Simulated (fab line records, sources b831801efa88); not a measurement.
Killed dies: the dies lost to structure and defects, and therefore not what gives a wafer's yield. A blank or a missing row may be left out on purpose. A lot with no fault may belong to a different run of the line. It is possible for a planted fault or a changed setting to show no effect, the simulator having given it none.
Split-lot study || flow sfq_line || 27 wafers read from 5 lots, route of 325 steps

== THE SPLIT ITSELF ==
At SFQ_TRILAYER_I2_DEP_PECVD_063 (deposits SiO2 from SiH4/N2O, time 111.11 s, target thk 500 nm), the setting time_s was moved away from the recipe's 111.11 s on 9 of the 27 wafers read, by -59.3% to +20.8%. For the rest of the wafers, this setting stayed at what the recipe calls for.

The reading comes from the split's own step.

== THE READING ==
SiO2_of_TRILAYER_I2_DEP_PECVD_063.thk_nm (the simulator's own value, which no gauge read), in nm, at SFQ_TRILAYER_I2_DEP_PECVD_063 (deposits SiO2 from SiH4/N2O, time 111.11 s, target thk 500 nm). The file does not state a usual value for it. Across the 18 wafers here that went through the recipe, the average is 498.7 nm and the standard deviation 9 nm.

{"wafer": "L074.1", "tool, chamber at the split": "pecvd-01, 0", "time_s as run, s": 111.11, "against the recipe": "recipe", "SiO2_of_TRILAYER_I2_DEP_PECVD_063.thk_nm, nm": 491.5, "against lot-mates on the recipe": "-"}
{"wafer": "L074.2", "tool, chamber at the split": "pecvd-01, 2", "time_s as run, s": 45.18, "against the recipe": "-59.3%", "SiO2_of_TRILAYER_I2_DEP_PECVD_063.thk_nm, nm": 203.3, "against lot-mates on the recipe": -291.4}
{"wafer": "L074.3", "tool, chamber at the split": "pecvd-01, 1", "time_s as run, s": 111.11, "against the recipe": "recipe", "SiO2_of_TRILAYER_I2_DEP_PECVD_063.thk_nm, nm": 493.2, "against lot-mates on the recipe": "-"}
{"wafer": "L074.4", "tool, chamber at the split": "pecvd-01, 2", "time_s as run, s": 45.18, "against the recipe": "-59.3%", "SiO2_of_TRILAYER_I2_DEP_PECVD_063.thk_nm, nm": 203.7, "against lot-mates on the recipe": -291.0}
{"wafer": "L074.5", "tool, chamber at the split": "pecvd-01, 0", "time_s as run, s": 45.18, "against the recipe": "-59.3%", "SiO2_of_TRILAYER_I2_DEP_PECVD_063.thk_nm, nm": 202.1, "against lot-mates on the recipe": -292.6}
{"wafer": "L074.6", "tool, chamber at the split": "pecvd-01, 1", "time_s as run, s": 111.11, "against the recipe": "recipe", "SiO2_of_TRILAYER_I2_DEP_PECVD_063.thk_nm, nm": 499.3, "against lot-mates on the recipe": "-"}
{"wafer": "L077.1", "tool, chamber at the split": "pecvd-01, 2", "time_s as run, s": 111.11, "against the recipe": "recipe", "SiO2_of_TRILAYER_I2_DEP_PECVD_063.thk_nm, nm": 499, "against lot-mates on the recipe": "-"}
{"wafer": "L077.2", "tool, chamber at the split": "pecvd-01, 0", "time_s as run, s": 111.11, "against the recipe": "recipe", "SiO2_of_TRILAYER_I2_DEP_PECVD_063.thk_nm, nm": 494.5, "against lot-mates on the recipe": "-"}
{"wafer": "L077.3", "tool, chamber at the split": "pecvd-01, 1", "time_s as run, s": 111.11, "against the recipe": "recipe", "SiO2_of_TRILAYER_I2_DEP_PECVD_063.thk_nm, nm": 501.8, "against lot-mates on the recipe": "-"}
{"wafer": "L077.4", "tool, chamber at the split": "pecvd-01, 2", "time_s as run, s": 111.11, "against the recipe": "recipe", "SiO2_of_TRILAYER_I2_DEP_PECVD_063.thk_nm, nm": 507.1, "against lot-mates on the recipe": "-"}
{"wafer": "L077.5", "tool, chamber at the split": "pecvd-01, 0", "time_s as run, s": 111.11, "against the recipe": "recipe", "SiO2_of_TRILAYER_I2_DEP_PECVD_063.thk_nm, nm": 500.7, "against lot-mates on the recipe": "-"}
{"wafer": "L077.6", "tool, chamber at the split": "pecvd-01, 1", "time_s as run, s": 111.11, "against the recipe": "recipe", "SiO2_of_TRILAYER_I2_DEP_PECVD_063.thk_nm, nm": 510.7, "against lot-mates on the recipe": "-"}
{"wafer": "L078.1", "tool, chamber at the split": "pecvd-02, 1", "time_s as run, s": 85.44, "against the recipe": "-23.1%", "SiO2_of_TRILAYER_I2_DEP_PECVD_063.thk_nm, nm": 386.9, "against lot-mates on the recipe": -116.1}
{"wafer": "L078.2", "tool, chamber at the split": "pecvd-02, 0", "time_s as run, s": 85.44, "against the recipe": "-23.1%", "SiO2_of_TRILAYER_I2_DEP_PECVD_063.thk_nm, nm": 393.4, "against lot-mates on the recipe": -109.6}
{"wafer": "L078.3", "tool, chamber at the split": "pecvd-02, 2", "time_s as run, s": 111.11, "against the recipe": "recipe", "SiO2_of_TRILAYER_I2_DEP_PECVD_063.thk_nm, nm": 489.8, "against lot-mates on the recipe": "-"}
{"wafer": "L078.4", "tool, chamber at the split": "pecvd-02, 2", "time_s as run, s": 85.44, "against the recipe": "-23.1%", "SiO2_of_TRILAYER_I2_DEP_PECVD_063.thk_nm, nm": 388.5, "against lot-mates on the recipe": -114.5}
{"wafer": "L078.5", "tool, chamber at the split": "pecvd-02, 0", "time_s as run, s": 111.11, "against the recipe": "recipe", "SiO2_of_TRILAYER_I2_DEP_PECVD_063.thk_nm, nm": 513.4, "against lot-mates on the recipe": "-"}
{"wafer": "L078.6", "tool, chamber at the split": "pecvd-02, 1", "time_s as run, s": 111.11, "against the recipe": "recipe", "SiO2_of_TRILAYER_I2_DEP_PECVD_063.thk_nm, nm": 505.9, "against lot-mates on the recipe": "-"}
{"wafer": "L079.1", "tool, chamber at the split": "pecvd-02, 2", "time_s as run, s": 134.2, "against the recipe": "+20.8%", "SiO2_of_TRILAYER_I2_DEP_PECVD_063.thk_nm, nm": 588.3, "against lot-mates on the recipe": "+83.7"}
{"wafer": "L079.2", "tool, chamber at the split": "pecvd-02, 0", "time_s as run, s": 134.2, "against the recipe": "+20.8%", "SiO2_of_TRILAYER_I2_DEP_PECVD_063.thk_nm, nm": 604.9, "against lot-mates on the recipe": "+100.3"}
{"wafer": "L079.3", "tool, chamber at the split": "pecvd-02, 1", "time_s as run, s": 134.2, "against the recipe": "+20.8%", "SiO2_of_TRILAYER_I2_DEP_PECVD_063.thk_nm, nm": 602.1, "against lot-mates on the recipe": "+97.5"}
{"wafer": "L079.4", "tool, chamber at the split": "pecvd-02, 2", "time_s as run, s": 111.11, "against the recipe": "recipe", "SiO2_of_TRILAYER_I2_DEP_PECVD_063.thk_nm, nm": 498.3, "against lot-mates on the recipe": "-"}
{"wafer": "L079.5", "tool, chamber at the split": "pecvd-02, 1", "time_s as run, s": 111.11, "against the recipe": "recipe", "SiO2_of_TRILAYER_I2_DEP_PECVD_063.thk_nm, nm": 508.7, "against lot-mates on the recipe": "-"}
{"wafer": "L079.6", "tool, chamber at the split": "pecvd-02, 0", "time_s as run, s": 111.11, "against the recipe": "recipe", "SiO2_of_TRILAYER_I2_DEP_PECVD_063.thk_nm, nm": 506.9, "against lot-mates on the recipe": "-"}
{"wafer": "L084.2", "tool, chamber at the split": "pecvd-04, 2", "time_s as run, s": 111.11, "against the recipe": "recipe", "SiO2_of_TRILAYER_I2_DEP_PECVD_063.thk_nm, nm": 478.3, "against lot-mates on the recipe": "-"}
{"wafer": "L084.3", "tool, chamber at the split": "pecvd-04, 0", "time_s as run, s": 111.11, "against the recipe": "recipe", "SiO2_of_TRILAYER_I2_DEP_PECVD_063.thk_nm, nm": 489.8, "against lot-mates on the recipe": "-"}
{"wafer": "L084.4", "tool, chamber at the split": "pecvd-04, 1", "time_s as run, s": 111.11, "against the recipe": "recipe", "SiO2_of_TRILAYER_I2_DEP_PECVD_063.thk_nm, nm": 487.6, "against lot-mates on the recipe": "-"}

FIT RESULTS
A straight line over all 27 wafers: SiO2_of_TRILAYER_I2_DEP_PECVD_063.thk_nm changes by +4.93 nm for each +1% of time_s; r = +1.00; the points scatter about the line by 8.4 nm.
The same after taking each lot's own level away (the mean of its wafers on the recipe; 27 wafers): +4.86 nm for each +1%; r = +1.00; scatter 6.2 nm.
On that fit, the largest move of time_s shifts the reading by 2.9e+02 nm.
The span of the lots' own levels, 485.23 to 504.63 nm, comes to 2.2 times the standard deviation stated above.
The two slopes are in agreement: the lot-to-lot level therefore moves the slope only a little.
Check: with one of the wafers moved furthest among these (-59.3%) left out of the fit, the line predicts -289 nm for it against its lot-mates. It came out at -291 nm against them.

== OTHER SPLITS APPLIED TO THESE WAFERS ==
Note: prior to the reading, these wafers also went through further splits. Each is held against what the fit with the lots' levels taken away leaves over:
{"other split on the same wafers": "SFQ_TRILAYER_L0_ETCH_METAL_ETCH_008 time_s", "wafers away from the commonest value": 12, "r with SiO2_of_TRILAYER_I2_DEP_PECVD_063.thk_nm (lot level and that fit taken away)": "+0.03"}
{"other split on the same wafers": "SFQ_TRILAYER_M0_ETCH_METAL_ETCH_024 time_s", "wafers away from the commonest value": 12, "r with SiO2_of_TRILAYER_I2_DEP_PECVD_063.thk_nm (lot level and that fit taken away)": "+0.30"}
{"other split on the same wafers": "SFQ_TRILAYER_I0_DEP_PECVD_027 time_s", "wafers away from the commonest value": 6, "r with SiO2_of_TRILAYER_I2_DEP_PECVD_063.thk_nm (lot level and that fit taken away)": -0.24}
{"other split on the same wafers": "SFQ_TRILAYER_I1_DEP_PECVD_045 time_s", "wafers away from the commonest value": 9, "r with SiO2_of_TRILAYER_I2_DEP_PECVD_063.thk_nm (lot level and that fit taken away)": -0.01}

== THE WHOLE CHAIN: every reading that the file lists as answering this split, in the file's order ==
{"step": "SFQ_TRILAYER_I2_DEP_PECVD_063", "what it does": "deposits SiO2 from SiH4/N2O, time 111.11 s, target thk 500 nm", "reading": "SiO2_of_TRILAYER_I2_DEP_PECVD_063.thk_nm (the simulator's own value, which no gauge read)", "change (the file's fit)": "+4.88 nm for each +1% of the setting", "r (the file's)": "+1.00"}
{"step": "SFQ_TRILAYER_I2_CMP_CMP_064", "what it does": "polishes SiO2", "reading": "time_to_endpoint_s", "change (the file's fit)": "withheld for each +1% of the setting", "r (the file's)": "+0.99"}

== THE FILE'S OWN FIT ==
SiO2_of_TRILAYER_I2_DEP_PECVD_063.thk_nm changes by +4.88 nm for each +1% of time_s, r = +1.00.
